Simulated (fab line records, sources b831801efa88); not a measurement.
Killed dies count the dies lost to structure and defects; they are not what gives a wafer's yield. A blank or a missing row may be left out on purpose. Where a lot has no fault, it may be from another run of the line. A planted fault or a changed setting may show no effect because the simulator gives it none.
fab line records	flow gf180mcu
record lots=24	wafers=72	last-day=34
route steps=602 shown HV_LDD@208 V3@453 M4@462 V4@479 TOP_METAL@581
lots untouched by any fault: they come from a run of this same line in which no faults occurred
start-h: the number of hours between the record's first day and the start of the first shown wafer of the lot	wait-h: hours elapsed since this lot's preceding step	" the same as in the row above	L1.1+2: several wafers, shown together as one row	- either no value or no given start	* or withheld: withheld	< > ~ a bound
route shown NAME@n: NAME is a module with steps in the file, n the number in the route of the first one	usual: mean/standard deviation of fault-free wafers	same: alike in all rows	chamber/n: place in a boat	sites: readings site by site	_std_site: the standard deviation of these	_edge_site: mean of outer sites minus mean of inner sites	radius-mm: for every site, how far away it sits from the centre of the wafer	mask NAME#n: copy n	behind: tool/chamber where the wafer was last shaped	hold: reason for holding the lot/hours on hold/outcome of the hold	device: which transistor (n, p or np) failed to switch	end of line: at the end of the route, the tests of the same wafers	a step with no rows: only its recipe	killed: count of dies lost to structure and defects at first sort (not the wafer's yield)	map: shows each die of a wafer: x if killed, . if not, _ if none is there
set.NAME: setting as actually run; set.NAME@STEP: the setting as run at that earlier step	model.NAME: the simulator's own value behind a step, which no gauge read
a sample of lots followed through the steps of the route, with each step as a table and each wafer as a row
services: the hour from which a tool's chamber was out of use, counted from the record's first day as start-h (under 0 if before that day), plus the number of hours and why
## steps
# step GF_HV_LDD_OVL_MEAS_32
# usual HV_LDD_02_OVL=1.1/1.4
lot.wafer	tool	chamber	start-h	wait-h	HV_LDD_02_OVL[nm]
L074.1	overlay-02	-	253.19	0.1	2.0
L074.3	"	-	"	"	-1.1
L074.4	"	-	"	"	-0.8
L075.1	overlay-02	-	258.44	0.1	3.0
L075.5	"	-	"	"	2.1
L075.6	"	-	"	"	1.0
L076.1	overlay-01	-	266.84	0.1	0.4
L076.4	"	-	"	"	-0.3
L076.6	"	-	"	"	0.4
L077.1	overlay-02	-	278.79	0.1	2.6
L077.5	"	-	"	"	3.6
L077.6	"	-	"	"	2.6
L078.1	overlay-02	-	287.24	0.1	1.1
L078.4	"	-	"	"	1.5
L078.5	"	-	"	"	2.1
L080.1	overlay-02	-	305.24	0.1	2.7
L080.4	"	-	"	"	2.1
L080.5	"	-	"	"	2.9
L079.2	overlay-01	-	305.40	0.1	2.5
L079.4	"	-	"	"	4.1
L079.5	"	-	"	"	2.8
L081.1	overlay-01	-	315.74	0.1	1.3
L081.2	"	-	"	"	1.2
L081.6	"	-	"	"	2.0
L082.4	overlay-01	-	316.50	0.1	0.9
L082.5	"	-	"	"	0.5
L082.6	"	-	"	"	-3.2
L083.1	overlay-01	-	326.09	0.1	1.3
L083.5	"	-	"	"	1.5
L083.6	"	-	"	"	-0.4
L084.2	overlay-02	-	333.55	0.1	2.7
L084.4	"	-	"	"	4.8
L084.6	"	-	"	"	2.8
L085.2	overlay-01	-	344.24	0.1	1.9
L085.4	"	-	"	"	1.9
L085.6	"	-	"	"	1.1
L086.3	overlay-01	-	346.81	0.1	0.4
L086.5	"	-	"	"	1.1
L086.6	"	-	"	"	-0.4
L087.1	overlay-02	-	358.74	0.1	-0.7
L087.3	"	-	"	"	-0.1
L087.6	"	-	"	"	-0.7
L088.1	overlay-01	-	360.34	0.1	0.5
L088.2	"	-	"	"	-0.6
L088.6	"	-	"	"	0.9
L089.1	overlay-02	-	372.79	0.1	-0.1
L089.4	"	-	"	"	1.7
L089.6	"	-	"	"	-1.3
L090.1	overlay-01	-	378.79	0.1	-1.7
L090.4	"	-	"	"	0.4
L090.6	"	-	"	"	0.5
L091.1	overlay-01	-	380.98	0.1	1.0
L091.2	"	-	"	"	0.3
L091.3	"	-	"	"	1.4
L092.1	overlay-02	-	390.79	0.1	0.6
L092.5	"	-	"	"	2.6
L092.6	"	-	"	"	2.1
L093.2	overlay-02	-	402.70	0.1	1.2
L093.4	"	-	"	"	1.3
L093.5	"	-	"	"	2.6
L094.1	overlay-02	-	408.18	0.1	0.6
L094.2	"	-	"	"	1.3
L094.6	"	-	"	"	-1.4
L095.1	overlay-01	-	416.18	0.1	3.8
L095.4	"	-	"	"	3.6
L095.5	"	-	"	"	1.9
L096.1	overlay-01	-	422.33	0.1	1.2
L096.4	"	-	"	"	2.0
L096.5	"	-	"	"	0.8
L097.1	overlay-01	-	435.73	0.1	1.2
L097.2	"	-	"	"	1.7
L097.5	"	-	"	"	-0.3
# step GF_V3_RS_MEAS_24
# recipe thk-meas-gauge=four-point-probe	reads=W_of_V3_CVD_23+TiN_of_V3_SPUTTER_22+Ti_of_V3_SPUTTER_21
# usual V3_W_RS=0.329/0.0051
lot.wafer	tool	chamber	start-h	wait-h	V3_W_RS[ohm/sq]
L074.1	film-metro-02	-	515.04	0.1	0.323
L074.3	"	-	"	"	0.322
L074.4	"	-	"	"	0.325
L075.1	film-metro-03	-	517.06	0.1	0.325
L075.5	"	-	"	"	0.337
L075.6	"	-	"	"	0.325
L076.1	film-metro-02	-	525.74	0.1	0.331
L076.4	"	-	"	"	0.330
L076.6	"	-	"	"	0.328
L077.1	film-metro-03	-	545.37	0.1	0.319
L077.5	"	-	"	"	0.328
L077.6	"	-	"	"	0.318
L078.1	film-metro-04	-	554.71	0.2	0.340
L078.4	"	-	"	"	0.332
L078.5	"	-	"	"	0.333
L080.1	film-metro-03	-	572.34	0.1	0.327
L080.4	"	-	"	"	0.337
L080.5	"	-	"	"	0.334
L079.2	film-metro-02	-	574.73	0.1	0.324
L079.4	"	-	"	"	0.330
L079.5	"	-	"	"	0.330
L082.4	film-metro-03	-	584.54	0.1	0.330
L082.5	"	-	"	"	0.335
L082.6	"	-	"	"	0.332
L081.1	film-metro-02	-	586.08	0.1	0.326
L081.2	"	-	"	"	0.325
L081.6	"	-	"	"	0.322
L083.1	film-metro-04	-	593.37	0.1	0.328
L083.5	"	-	"	"	0.325
L083.6	"	-	"	"	0.323
L084.2	film-metro-04	-	603.34	0.1	0.331
L084.4	"	-	"	"	0.335
L084.6	"	-	"	"	0.332
L085.2	film-metro-04	-	610.69	0.1	0.329
L085.4	"	-	"	"	0.327
L085.6	"	-	"	"	0.329
L086.3	film-metro-03	-	611.68	0.1	0.333
L086.5	"	-	"	"	0.325
L086.6	"	-	"	"	0.334
L087.1	film-metro-03	-	623.02	0.1	0.331
L087.3	"	-	"	"	0.322
L087.6	"	-	"	"	0.327
L088.1	film-metro-03	-	624.07	0.1	0.325
L088.2	"	-	"	"	0.333
L088.6	"	-	"	"	0.325
L089.1	film-metro-03	-	634.62	0.1	0.334
L089.4	"	-	"	"	0.322
L089.6	"	-	"	"	0.327
L090.1	film-metro-03	-	641.62	0.1	0.325
L090.4	"	-	"	"	0.333
L090.6	"	-	"	"	0.330
L091.1	film-metro-02	-	643.44	0.1	0.336
L091.2	"	-	"	"	0.330
L091.3	"	-	"	"	0.339
L092.1	film-metro-02	-	651.97	0.1	0.338
L092.5	"	-	"	"	0.332
L092.6	"	-	"	"	0.334
L093.2	film-metro-03	-	662.76	0.1	0.331
L093.4	"	-	"	"	0.333
L093.5	"	-	"	"	0.336
L094.1	film-metro-03	-	666.77	0.1	0.328
L094.2	"	-	"	"	0.324
L094.6	"	-	"	"	0.333
L095.1	film-metro-02	-	672.90	0.1	0.326
L095.4	"	-	"	"	0.323
L095.5	"	-	"	"	0.328
L096.1	film-metro-02	-	680.77	0.1	0.317
L096.4	"	-	"	"	0.324
L096.5	"	-	"	"	0.322
L097.1	film-metro-04	-	689.24	0.1	0.327
L097.2	"	-	"	"	0.324
L097.5	"	-	"	"	0.320
# step GF_M4_THK_MEAS_06
# recipe thk-meas-gauge=xrf	reads=AlCu_of_M4_SPUTTER_02
# usual M4_ALCU_THK=447/6.3
lot.wafer	tool	chamber	start-h	wait-h	M4_ALCU_THK[nm]
L074.1	film-metro-03	-	515.86	0.1	450
L074.3	"	-	"	"	454
L074.4	"	-	"	"	450
L075.1	film-metro-02	-	517.88	0.1	450
L075.5	"	-	"	"	448
L075.6	"	-	"	"	448
L076.1	film-metro-03	-	526.62	0.1	449
L076.4	"	-	"	"	454
L076.6	"	-	"	"	452
L077.1	film-metro-03	-	546.20	0.1	444
L077.5	"	-	"	"	455
L077.6	"	-	"	"	449
L078.1	film-metro-02	-	555.54	0.1	449
L078.4	"	-	"	"	443
L078.5	"	-	"	"	450
L080.1	film-metro-03	-	573.16	0.1	452
L080.4	"	-	"	"	448
L080.5	"	-	"	"	448
L079.2	film-metro-02	-	575.54	0.1	453
L079.4	"	-	"	"	455
L079.5	"	-	"	"	454
L082.4	film-metro-03	-	585.33	0.1	432
L082.5	"	-	"	"	435
L082.6	"	-	"	"	444
L081.1	film-metro-01	-	586.90	0.1	454
L081.2	"	-	"	"	443
L081.6	"	-	"	"	448
L083.1	film-metro-02	-	594.19	0.1	451
L083.5	"	-	"	"	453
L083.6	"	-	"	"	455
L084.2	film-metro-01	-	604.15	0.1	453
L084.4	"	-	"	"	440
L084.6	"	-	"	"	450
L085.2	film-metro-01	-	611.50	0.1	442
L085.4	"	-	"	"	444
L085.6	"	-	"	"	434
L086.3	film-metro-01	-	612.48	0.1	444
L086.5	"	-	"	"	451
L086.6	"	-	"	"	448
L087.1	film-metro-02	-	623.86	0.1	454
L087.3	"	-	"	"	454
L087.6	"	-	"	"	454
L088.1	film-metro-02	-	625.06	0.1	452
L088.2	"	-	"	"	438
L088.6	"	-	"	"	448
L089.1	film-metro-02	-	635.44	0.1	448
L089.4	"	-	"	"	436
L089.6	"	-	"	"	453
L090.1	film-metro-02	-	642.44	0.1	446
L090.4	"	-	"	"	439
L090.6	"	-	"	"	445
L091.1	film-metro-02	-	644.26	0.1	446
L091.2	"	-	"	"	433
L091.3	"	-	"	"	450
L092.1	film-metro-01	-	652.79	0.1	434
L092.5	"	-	"	"	442
L092.6	"	-	"	"	435
L093.2	film-metro-02	-	663.57	0.1	444
L093.4	"	-	"	"	452
L093.5	"	-	"	"	445
L094.1	film-metro-01	-	667.59	0.1	453
L094.2	"	-	"	"	448
L094.6	"	-	"	"	456
L095.1	film-metro-03	-	673.72	0.1	446
L095.4	"	-	"	"	448
L095.5	"	-	"	"	446
L096.1	film-metro-02	-	681.59	0.1	437
L096.4	"	-	"	"	444
L096.5	"	-	"	"	443
L097.1	film-metro-02	-	690.06	0.1	445
L097.2	"	-	"	"	453
L097.5	"	-	"	"	454
# step GF_M4_STRIP_17
# recipe chemistry=O2/N2	power-w=1400	pressure-mtorr=1500	platen-temp-c=250	o2-flow-sccm=3000	n2-flow-sccm=300	overash-fraction=0.5
# usual drypump-motor-current-A=5.7/0.38	heater-power-w=338/25	oes-product-au=0.557/0.0054	strip-time-to-endpoint-s=7.86/0.07
lot.wafer	tool	chamber	start-h	wait-h	drypump-motor-current-A	heater-power-w	oes-product-au	rf-hours-counter-h	strip-time-to-endpoint-s
L074.1	plasma-asher-02	1	538.89	0.1	6.2	303	0.556	11	7.80
L074.3	"	1	"	"	6.2	301	0.558	-	7.81
L074.4	"	0	"	"	5.8	373	0.561	-	7.93
L075.1	plasma-asher-04	0	540.63	0.1	5.2	355	0.555	89	7.86
L075.5	"	0	"	"	5.2	345	0.556	-	7.84
L075.6	"	1	"	"	6.0	315	0.561	-	7.88
L076.1	plasma-asher-03	1	549.09	0.1	6.1	367	0.547	47	7.83
L076.4	"	1	"	"	6.0	366	0.553	-	7.86
L076.6	"	1	"	"	6.0	359	0.548	-	7.78
L077.1	plasma-asher-03	0	568.62	0.2	5.4	324	0.561	49	7.79
L077.5	"	0	"	"	5.4	330	0.557	-	7.80
L077.6	"	1	"	"	6.1	372	0.554	-	7.83
L078.1	plasma-asher-04	1	577.11	0.1	6.0	306	0.556	93	7.85
L078.4	"	0	"	"	5.2	349	0.561	-	7.78
L078.5	"	1	"	"	6.0	303	0.560	-	7.80
L080.1	plasma-asher-03	1	594.31	0.1	6.1	373	0.549	52	7.81
L080.4	"	0	"	"	5.4	325	0.551	-	7.81
L080.5	"	0	"	"	5.4	320	0.556	-	7.82
L079.2	plasma-asher-04	0	596.63	0.1	5.2	346	0.558	95	7.86
L079.4	"	0	"	"	5.2	354	0.559	-	7.80
L079.5	"	0	"	"	5.2	348	0.553	-	7.84
L082.4	plasma-asher-03	0	606.44	0.1	5.5	321	0.559	-	7.85
L082.5	"	0	"	"	5.4	320	0.559	-	7.85
L082.6	"	1	"	"	6.1	372	0.549	-	7.84
L081.1	plasma-asher-04	0	607.95	0.2	5.2	340	0.552	96	8.00
L081.2	"	1	"	"	6.0	311	0.558	96	7.97
L081.6	"	1	"	"	6.1	315	0.552	-	7.98
L083.1	plasma-asher-04	1	613.73	0.1	6.1	306	0.557	97	7.89
L083.5	"	0	"	"	5.2	347	0.558	-	7.90
L083.6	"	1	"	"	6.1	306	0.557	-	7.85
L084.2	plasma-asher-03	0	622.04	0.1	5.5	329	0.554	55	7.83
L084.4	"	1	"	"	6.0	366	0.553	-	7.75
L084.6	"	0	"	"	5.5	338	0.560	-	7.81
L085.2	plasma-asher-04	0	630.84	0.1	5.2	353	0.560	99	7.87
L085.4	"	0	"	"	5.2	343	0.566	-	7.96
L085.6	"	0	"	"	5.2	351	0.566	-	8.01
L086.3	plasma-asher-02	1	632.19	0.1	6.2	305	0.558	-	7.88
L086.5	"	0	"	"	5.9	371	0.548	-	7.85
L086.6	"	1	"	"	6.2	293	0.560	-	7.98
L087.1	plasma-asher-04	1	643.86	0.1	6.1	311	0.557	100	7.95
L087.3	"	1	"	"	6.1	306	0.551	-	7.82
L087.6	"	0	"	"	5.2	344	0.569	-	8.01
L088.1	plasma-asher-03	0	645.88	0.1	5.4	320	0.550	58	7.87
L088.2	"	1	"	"	6.1	363	0.565	58	7.80
L088.6	"	0	"	"	5.4	319	0.557	-	7.87
L089.1	plasma-asher-03	0	655.16	0.1	5.4	326	0.560	59	7.91
L089.4	"	1	"	"	6.0	361	0.561	-	7.89
L089.6	"	0	"	"	5.4	324	0.568	-	7.92
L090.1	plasma-asher-02	1	662.24	0.1	6.2	304	0.561	25	7.82
L090.4	"	0	"	"	5.8	380	0.555	-	7.82
L090.6	"	1	"	"	6.2	299	0.556	-	7.77
L091.1	plasma-asher-04	0	664.14	0.1	5.2	343	0.564	103	7.90
L091.2	"	1	"	"	6.1	309	0.549	103	7.70
L091.3	"	1	"	"	6.1	316	0.545	-	7.77
L092.1	plasma-asher-03	1	671.91	0.1	6.1	356	0.562	61	7.88
L092.5	"	1	"	"	6.1	365	0.549	-	7.85
L092.6	"	0	"	"	5.5	319	0.561	-	7.89
L093.2	plasma-asher-03	1	683.43	0.1	6.0	371	0.562	63	7.92
L093.4	"	1	"	"	6.0	360	0.561	-	7.77
L093.5	"	1	"	"	6.1	360	0.552	-	7.76
L094.1	plasma-asher-03	0	686.03	0.1	5.4	328	0.560	63	7.93
L094.2	"	1	"	"	6.1	373	0.555	63	7.79
L094.6	"	1	"	"	6.1	366	0.551	-	7.93
L095.1	plasma-asher-03	0	692.44	0.1	5.4	326	0.562	64	7.82
L095.4	"	0	"	"	5.4	334	0.560	-	7.81
L095.5	"	0	"	"	5.5	329	0.556	-	7.94
L096.1	plasma-asher-04	0	700.06	0.1	5.2	349	0.547	106	7.76
L096.4	"	1	"	"	6.1	303	0.550	-	7.73
L096.5	"	0	"	"	5.2	346	0.555	-	7.92
L097.1	plasma-asher-04	0	708.44	0.1	5.2	347	0.549	107	7.83
L097.2	"	1	"	"	6.0	305	0.564	107	7.92
L097.5	"	0	"	"	5.2	352	0.559	-	7.84
# step GF_V4_THK_MEAS_03
# recipe reads=SiO2_of_V4_CVD_02
# usual V4_CVD_02_THK=848/12
lot.wafer	tool	chamber	start-h	wait-h	V4_CVD_02_THK[nm]
L074.1	film-metro-04	-	539.62	0.0	842
L074.3	"	-	"	"	843
L074.4	"	-	"	"	842
L075.1	film-metro-01	-	541.43	0.1	831
L075.5	"	-	"	"	845
L075.6	"	-	"	"	840
L076.1	film-metro-03	-	549.89	0.0	847
L076.4	"	-	"	"	848
L076.6	"	-	"	"	854
L077.1	film-metro-01	-	569.37	0.0	850
L077.5	"	-	"	"	854
L077.6	"	-	"	"	858
L078.1	film-metro-04	-	577.85	0.0	838
L078.4	"	-	"	"	851
L078.5	"	-	"	"	854
L080.1	film-metro-01	-	595.08	0.0	860
L080.4	"	-	"	"	856
L080.5	"	-	"	"	865
L079.2	film-metro-03	-	597.42	0.0	842
L079.4	"	-	"	"	859
L079.5	"	-	"	"	856
L082.4	film-metro-01	-	607.17	0.0	867
L082.5	"	-	"	"	876
L082.6	"	-	"	"	859
L081.1	film-metro-03	-	608.68	0.0	824
L081.2	"	-	"	"	830
L081.6	"	-	"	"	843
L083.1	film-metro-04	-	614.49	0.0	837
L083.5	"	-	"	"	870
L083.6	"	-	"	"	849
L084.2	film-metro-01	-	622.86	0.0	834
L084.4	"	-	"	"	851
L084.6	"	-	"	"	862
L085.2	film-metro-01	-	631.58	0.0	856
L085.4	"	-	"	"	854
L085.6	"	-	"	"	859
L086.3	film-metro-01	-	632.94	0.1	833
L086.5	"	-	"	"	845
L086.6	"	-	"	"	857
L087.1	film-metro-03	-	644.59	0.0	844
L087.3	"	-	"	"	836
L087.6	"	-	"	"	838
L088.1	film-metro-03	-	646.61	0.0	834
L088.2	"	-	"	"	848
L088.6	"	-	"	"	864
L089.1	film-metro-03	-	655.91	0.0	836
L089.4	"	-	"	"	847
L089.6	"	-	"	"	851
L090.1	film-metro-01	-	662.97	0.0	834
L090.4	"	-	"	"	842
L090.6	"	-	"	"	860
L091.1	film-metro-03	-	664.87	0.0	836
L091.2	"	-	"	"	845
L091.3	"	-	"	"	820
L092.1	film-metro-03	-	672.64	0.0	849
L092.5	"	-	"	"	856
L092.6	"	-	"	"	853
L093.2	film-metro-01	-	684.17	0.0	841
L093.4	"	-	"	"	853
L093.5	"	-	"	"	872
L094.1	film-metro-03	-	686.76	0.0	855
L094.2	"	-	"	"	844
L094.6	"	-	"	"	846
L095.1	film-metro-04	-	693.17	0.0	852
L095.4	"	-	"	"	867
L095.5	"	-	"	"	864
L096.1	film-metro-03	-	700.79	0.0	834
L096.4	"	-	"	"	858
L096.5	"	-	"	"	823
L097.1	film-metro-03	-	709.19	0.0	847
L097.2	"	-	"	"	824
L097.5	"	-	"	"	863
# step GF_TOP_METAL_CD_MEAS_14
# recipe target-cd-nm=440
# usual cd-nm=439.9/2.5
lot.wafer	tool	chamber	start-h	wait-h	cd-nm
L074.1	cd-sem-02	-	648.71	0.1	440.2
L074.3	"	-	"	"	439.8
L074.4	"	-	"	"	438.8
L075.1	cd-sem-02	-	649.72	0.1	438.9
L075.5	"	-	"	"	439.6
L075.6	"	-	"	"	437.5
L076.1	cd-sem-02	-	658.72	0.1	443.2
L076.4	"	-	"	"	444.4
L076.6	"	-	"	"	442.8
L077.1	cd-sem-01	-	681.21	0.2	437.2
L077.5	"	-	"	"	438.1
L077.6	"	-	"	"	438.8
L078.1	cd-sem-02	-	683.46	0.1	441.9
L078.4	"	-	"	"	441.8
L078.5	"	-	"	"	443.3
L080.1	cd-sem-02	-	696.87	0.1	439.6
L080.4	"	-	"	"	440.2
L080.5	"	-	"	"	439.0
L079.2	cd-sem-01	-	700.88	0.1	439.9
L079.4	"	-	"	"	438.6
L079.5	"	-	"	"	438.4
L082.4	cd-sem-01	-	708.07	0.1	436.2
L082.5	"	-	"	"	434.6
L082.6	"	-	"	"	437.2
L081.1	cd-sem-02	-	708.47	0.1	436.4
L081.2	"	-	"	"	436.3
L081.6	"	-	"	"	435.6
L083.1	cd-sem-02	-	713.76	0.1	442.6
L083.5	"	-	"	"	442.9
L083.6	"	-	"	"	440.7
L084.2	cd-sem-01	-	724.24	0.1	441.2
L084.4	"	-	"	"	440.7
L084.6	"	-	"	"	440.2
L085.2	cd-sem-01	-	730.29	0.1	439.4
L085.4	"	-	"	"	437.3
L085.6	"	-	"	"	437.8
L086.3	cd-sem-02	-	731.40	0.1	441.6
L086.5	"	-	"	"	440.7
L086.6	"	-	"	"	441.6
L087.1	cd-sem-01	-	743.37	0.1	443.7
L087.3	"	-	"	"	444.4
L087.6	"	-	"	"	444.3
L088.1	cd-sem-02	-	744.87	0.1	437.7
L088.2	"	-	"	"	436.7
L088.6	"	-	"	"	439.5
L089.1	cd-sem-01	-	752.67	0.1	436.1
L089.4	"	-	"	"	438.5
L089.6	"	-	"	"	438.8
L090.1	cd-sem-02	-	757.96	0.1	444.9
L090.4	"	-	"	"	443.6
L090.6	"	-	"	"	441.8
L091.1	cd-sem-02	-	760.62	0.1	436.5
L091.2	"	-	"	"	437.4
L091.3	"	-	"	"	434.8
L092.1	cd-sem-01	-	766.32	0.1	440.8
L092.5	"	-	"	"	440.2
L092.6	"	-	"	"	438.7
L093.2	cd-sem-02	-	777.19	0.1	440.1
L093.4	"	-	"	"	438.3
L093.5	"	-	"	"	439.7
L094.1	cd-sem-02	-	779.47	0.1	437.7
L094.2	"	-	"	"	438.1
L094.6	"	-	"	"	436.3
L095.1	cd-sem-02	-	782.32	0.1	441.8
L095.4	"	-	"	"	440.8
L095.5	"	-	"	"	441.3
L096.1	cd-sem-01	-	790.52	0.1	440.3
L096.4	"	-	"	"	440.1
L096.5	"	-	"	"	440.0
L097.1	cd-sem-02	-	796.96	0.1	443.1
L097.2	"	-	"	"	441.3
L097.5	"	-	"	"	443.2
## services
tool	chamber	start-h	hours	kind
plasma-asher-03	-	616.46	0.9	repair
## key
fault none
